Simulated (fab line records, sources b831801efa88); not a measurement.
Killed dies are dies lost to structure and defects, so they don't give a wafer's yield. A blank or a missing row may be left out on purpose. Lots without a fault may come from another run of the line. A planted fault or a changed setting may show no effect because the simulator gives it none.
A struck lot beside a sound one | flow sky130 | 17 steps out of a route of 708
Sound: wafers L365.3, L365.4, L365.6. Struck: wafer L378.1. (L378.5 of the same lot was not struck and is left out.) The cause comes at the end.
At each step with rows: each side's tool, then ch and its chambers, then its first start. Under that, the readings that differ: sound wafers | struck wafers | difference of the means | sigmas: that difference in standard deviations of wafers without a fault.
alike: readings whose means differ by less than 2 such deviations, and words and numbers that are the same on both sides. not compared: withheld readings, readings that some wafer has no value for, bounds like >300 that may hide the same value, and numbers for which the record gives no deviation and whose values overlap.
The two part at a step that has a row with sigmas, a row that says differs or no value, or rows on one side only. Numbers that don't overlap but have no deviation are shown without sigmas and don't part them. A reading that every wafer of one side lacks parts them only if that side has two wafers or more.

first, 1 step without rows for these wafers: SKY_LDD_N_IMPLANT_15.
SKY_LDD_N_STRIP_16: strips in O2/N2.
  sound on plasma_asher-03 ch 0,1, day 20 07:02; struck on plasma_asher-04 ch 0, day 25 00:59
  reading                      | sound             | struck | difference                   | sigmas
  o2_flow_sccm (sccm)          | 3014 3003 3010    | 2985   | -24                          | -3
  rf_hours_counter_h (h)       | - - -             | 45     | no value on the sound wafers |
  strip_time_to_endpoint_s (s) | 4.278 4.318 4.301 | 4.331  | +0.032                       | +2
  alike: drypump_motor_current_A, n2_flow_sccm, oes_product_au
SKY_LDD_N_TW_MEAS_17:
  sound on film_metro-04, day 20 07:07; struck on film_metro-03, day 25 01:05
  alike: LDD_N_TW
then, 7 steps without rows for these wafers: SKY_LDD_P_DEHYDRATE_00 (time 60 s); SKY_LDD_P_HMDS_01 (prime time 60 s); SKY_LDD_P_COAT_02 (resist thk 1140 nm); SKY_LDD_P_SOFTBAKE_03 (time 60 s); SKY_LDD_P_EXPOSE_04 (exposes mask PSDM, target cd 380 nm); SKY_LDD_P_PEB_05; SKY_LDD_P_DEVELOP_06 (develop time 60 s).
SKY_LDD_P_CD_MEAS_07: target cd 380 nm.
  sound on cd_sem-01, day 21 12:17; struck on cd_sem-01, day 26 06:43
  alike: cd_nm
SKY_LDD_P_OVL_MEAS_08:
  sound on overlay-01, day 21 12:22; struck on overlay-01, day 26 06:50
  alike: LDD_P_OVL
SKY_LDD_P_IMPLANT_09:
  sound on implanter-04 ch 0, day 21 12:27; struck on implanter-04 ch 0, day 26 06:52
SKY_LDD_P_STRIP_10: strips in O2/N2.
  sound on plasma_asher-01 ch 0,1, day 21 12:35; struck on plasma_asher-02 ch 0, day 26 07:01
  reading                | sound | struck | difference                   | sigmas
  rf_hours_counter_h (h) | - - - | 89     | no value on the sound wafers |
  alike: drypump_motor_current_A, n2_flow_sccm, o2_flow_sccm, oes_product_au, strip_time_to_endpoint_s
SKY_LDD_P_TW_MEAS_11:
  sound on film_metro-02, day 21 12:40; struck on film_metro-04, day 26 07:07
  alike: LDD_P_TW
then, 1 step without rows for these wafers: SKY_LDD_HVN_DEHYDRATE_00 (time 60 s).
-- the record jumps here: 24 days lie between the struck wafers' starts before and after (it left off in module LDD_HVN and takes up again in module PAD_OPEN, whose first step shown is number 708 of the route) --
SKY_PAD_OPEN_PROBE_99:
  sound on prober-02, day 47 05:28; struck on prober-02, day 50 08:25
  reading                                     | sound                   | struck  | difference | sigmas
  model.etest.tip_p.rs_ohm_sq_range           | 152.8 110.1 189.1       | 1894    | +1743      |
  model.etest.tip_p.rs_ohm_sq_rim_less_centre | 40.27 -20.6 87.54       | 479.6   | +443.9     |
  model.etest.pfet_01v8.drive_ua_um_range     | 13.36 8.285 7.672       | 14.05   | +4.28      |
  model.etest.pfet_01v8.vt_v_range            | 0.01696 0.01268 0.01386 | 0.03351 | +0.01901   |
  alike: killed_at_M0_to_M3, killed_at_M4_up, killed_at_contacts, killed_at_front_end, killed_at_other, killed_dies, killed_open, killed_short

WHERE THEY PART
First at SKY_LDD_N_STRIP_16; last, within this record, at SKY_LDD_P_STRIP_10. Later steps at which nothing parts them and some readings are alike: SKY_LDD_P_TW_MEAS_11, SKY_PAD_OPEN_PROBE_99.

WHY: what the simulator had put in
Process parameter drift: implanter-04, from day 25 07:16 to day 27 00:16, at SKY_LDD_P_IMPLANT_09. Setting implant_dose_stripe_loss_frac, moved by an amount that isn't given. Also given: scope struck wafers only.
